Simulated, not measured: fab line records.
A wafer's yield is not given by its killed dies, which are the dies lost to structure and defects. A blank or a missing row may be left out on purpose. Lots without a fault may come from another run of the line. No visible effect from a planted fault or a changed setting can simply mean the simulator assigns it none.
Problem report in the 8D (eight disciplines) form, filled by code | flow sky130 | the parts of the form that need people (team, actions taken, sign-off) are left out

== 1. WHAT WENT WRONG ==
VIA1_HDPCVD_THK at SKY_VIA1_THK_MEAS_01 reads a mean of 1480 nm on 6 wafers of 2 lots; wafers without a fault read 1027 nm with a standard deviation of 13. That is +35 standard deviations from the usual mean.
First seen on wafer L171.2, day 40 05:28, on filmMetro-01. Wafers with a number at this step in the record: 36, from 12 lots. The rule behind "out" and "out of limits": a value lying over 4 standard deviations away from the usual mean. All remaining wafers that have a number are taken as sound.

== 2. WHAT IT IS, WHAT IT ISN'T ==
question                    | is                         | is not
which readings at this step | VIA1_HDPCVD_THK            | -
which lots                  | L171, L172                 | L150, L152, L153, L154, L155, L156, L157, L159, L161, L168
which wafers of those lots  | all that have a number     | -
read on which gauges        | filmMetro-01, filmMetro-02 | filmMetro-04
when                        | from day 40 05:28          | up to then (30 sound wafers)

== 3. WHAT RULES OUT EACH SUSPECT ==
Counting: any tool at a process step up to the reading is kept as a suspect provided that every lot that is out went through it and no sound lot did after the first of them.
- the gauge at SKY_VIA1_THK_MEAS_01 has been ruled out. Those wafers that are out were read across 2 gauges (filmMetro-01, filmMetro-02).
- hdpcvd-01 at SKY_VIA1_HDPCVD_00 (deposits SiO2, target thk 1030 nm, time 171.7 s): kept. It processed each lot that is out, first L171 at day 40 05:21, and no sound lot thereafter; up to then, the last sound lot it processed was L154 at day 35 06:04.
After counting, what remains is hdpcvd-01 at SKY_VIA1_HDPCVD_00.

== 4. THE CAUSE (what the simulator had put in) ==
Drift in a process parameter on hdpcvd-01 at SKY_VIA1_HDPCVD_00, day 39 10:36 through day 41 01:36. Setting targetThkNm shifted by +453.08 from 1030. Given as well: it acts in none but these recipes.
The count eliminated every tool but this one.

== 5. THE CHAIN OF EFFECTS, in route order ==
Rows list readings where the struck wafers' mean (over those with a number) sits beyond 3 standard deviations from the usual. Only readings for which the record gives a usual standard deviation are gone through. hours: the time from each lot's start at the first step in this table that gives one to its start at this step, as a median over the lots. sigmas: the change in usual standard deviations.
hours | step                 | reading         | usual   | on struck wafers | change | sigmas
0     | SKY_VIA1_THK_MEAS_01 | VIA1_HDPCVD_THK | 1027 nm | 1480             | +452   | +35

== 6. HOW IT WOULD HAVE BEEN CAUGHT EARLIER ==
In this record the first reading out of limits at a measuring or inspecting step was taken at day 40 05:28, 19 hours after the fault began at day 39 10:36.
Of the lots that are out (2), L172 began SKY_VIA1_HDPCVD_00 on hdpcvd-01 after day 40 05:28. Had the tool been put on hold then, it would have been spared.
